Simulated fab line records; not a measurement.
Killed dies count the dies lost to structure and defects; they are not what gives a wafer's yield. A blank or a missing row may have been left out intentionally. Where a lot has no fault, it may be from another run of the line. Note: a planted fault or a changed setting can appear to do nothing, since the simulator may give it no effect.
Split-lot experiment | flow sky130 | on a route of 708 steps: 5 lots, 23 wafers read

THE SPLIT
At SKY_PWDE_COAT_02 (resist thk 3000 nm), the setting resist_thk_nm was moved away from the recipe's 3000 nm on 9 of the 23 wafers read, by -4.2% to +4.9%. For the rest of the wafers, this setting stayed at what the recipe calls for.

The reading comes from the split's own step.

THE READING
coat_of_PWDE_COAT_02.thk_nm (the simulator's own value, which no gauge read), in nm, at SKY_PWDE_COAT_02 (resist thk 3000 nm). There is no usual value for it anywhere in the file. Across the 14 wafers here that went through the recipe, the average is 3008 nm and the standard deviation 5.6 nm.

wafer  | tool, chamber at the split | resist_thk_nm as run, nm | against the recipe | coat_of_PWDE_COAT_02.thk_nm, nm | against lot-mates on the recipe
L074.2 | litho_track-04, 0          | 3000                     | recipe             | 3005                            | -
L074.4 | litho_track-04, 0          | 3000                     | recipe             | 3012                            | -
L074.5 | litho_track-04, 0          | 3000                     | recipe             | 3008                            | -
L076.1 | litho_track-04, 0          | 3000                     | recipe             | 3011                            | -
L076.2 | litho_track-04, 0          | 2875                     | -4.2%              | 2889                            | -124
L076.4 | litho_track-04, 0          | 2875                     | -4.2%              | 2896                            | -116
L076.5 | litho_track-04, 0          | 2875                     | -4.2%              | 2890                            | -122
L076.6 | litho_track-04, 0          | 3000                     | recipe             | 3014                            | -
L081.1 | litho_track-04, 0          | 3000                     | recipe             | 3010                            | -
L081.2 | litho_track-04, 0          | 3000                     | recipe             | 2989                            | -
L081.3 | litho_track-04, 0          | 2877                     | -4.1%              | 2879                            | -120
L081.5 | litho_track-04, 0          | 2877                     | -4.1%              | 2879                            | -120
L081.6 | litho_track-04, 0          | 2877                     | -4.1%              | 2870                            | -130
L083.1 | litho_track-03, 0          | 3000                     | recipe             | 3008                            | -
L083.2 | litho_track-03, 0          | 3148                     | +4.9%              | 3146                            | +138
L083.3 | litho_track-03, 0          | 3000                     | recipe             | 3009                            | -
L083.4 | litho_track-03, 0          | 3148                     | +4.9%              | 3155                            | +146
L083.6 | litho_track-03, 0          | 3148                     | +4.9%              | 3142                            | +134
L085.1 | litho_track-03, 0          | 3000                     | recipe             | 3008                            | -
L085.4 | litho_track-03, 0          | 3000                     | recipe             | 3008                            | -
L085.2 | litho_track-03, 0          | 3000                     | recipe             | 3010                            | -
L085.5 | litho_track-03, 0          | 3000                     | recipe             | 3006                            | -
L085.6 | litho_track-03, 0          | 3000                     | recipe             | 3007                            | -

THE FIT
A straight line over all 23 wafers: coat_of_PWDE_COAT_02.thk_nm changes by +29.2 nm for each +1% of resist_thk_nm; r = +1.00; the points scatter about the line by 7.4 nm.
The same after taking each lot's own level away (the mean of its wafers on the recipe; 23 wafers): +28.9 nm for each +1%; r = +1.00; scatter 4.9 nm.
On that fit, the largest move of resist_thk_nm shifts the reading by 1.4e+02 nm.
The span of the lots' own levels, 2999.5 to 3012.5 nm, comes to 2.3 times the standard deviation stated above.
The two slopes are in agreement: the lot-to-lot level therefore moves the slope only a little.
Check: +143 nm against its lot-mates is what the line predicts for one of the wafers moved furthest among these (+4.9%) when that wafer is left out of the fit. It came out at +138 nm against them.

ADDITIONAL SPLITS CARRIED BY THESE WAFERS
Note: prior to the reading, these wafers also went through further splits. Each is held against what the fit with the lots' levels taken away leaves over:
other split on the same wafers    | wafers away from the commonest value | r with coat_of_PWDE_COAT_02.thk_nm (lot level and that fit taken away)
SKY_FIELD_ISO_OXIDATION_01 temp_c | 15                                   | +0.06
SKY_DNWELL_SOFTBAKE_03 temp_c     | 6                                    | -0.27

THE WHOLE CHAIN: every reading that the file lists as answering this split, in the file's order
step              | what it does       | reading                                                                      | change (the file's fit)              | r (the file's)
SKY_PWDE_COAT_02  | resist thk 3000 nm | coat_of_PWDE_COAT_02.thk_nm (the simulator's own value, which no gauge read) | +29 nm for each +1% of the setting   | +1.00
SKY_PWDE_STRIP_09 | strips in O2/N2    | strip_time_to_endpoint_s                                                     | withheld for each +1% of the setting | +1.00

FILE'S OWN FIT
coat_of_PWDE_COAT_02.thk_nm changes by +29 nm for each +1% of resist_thk_nm, r = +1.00.
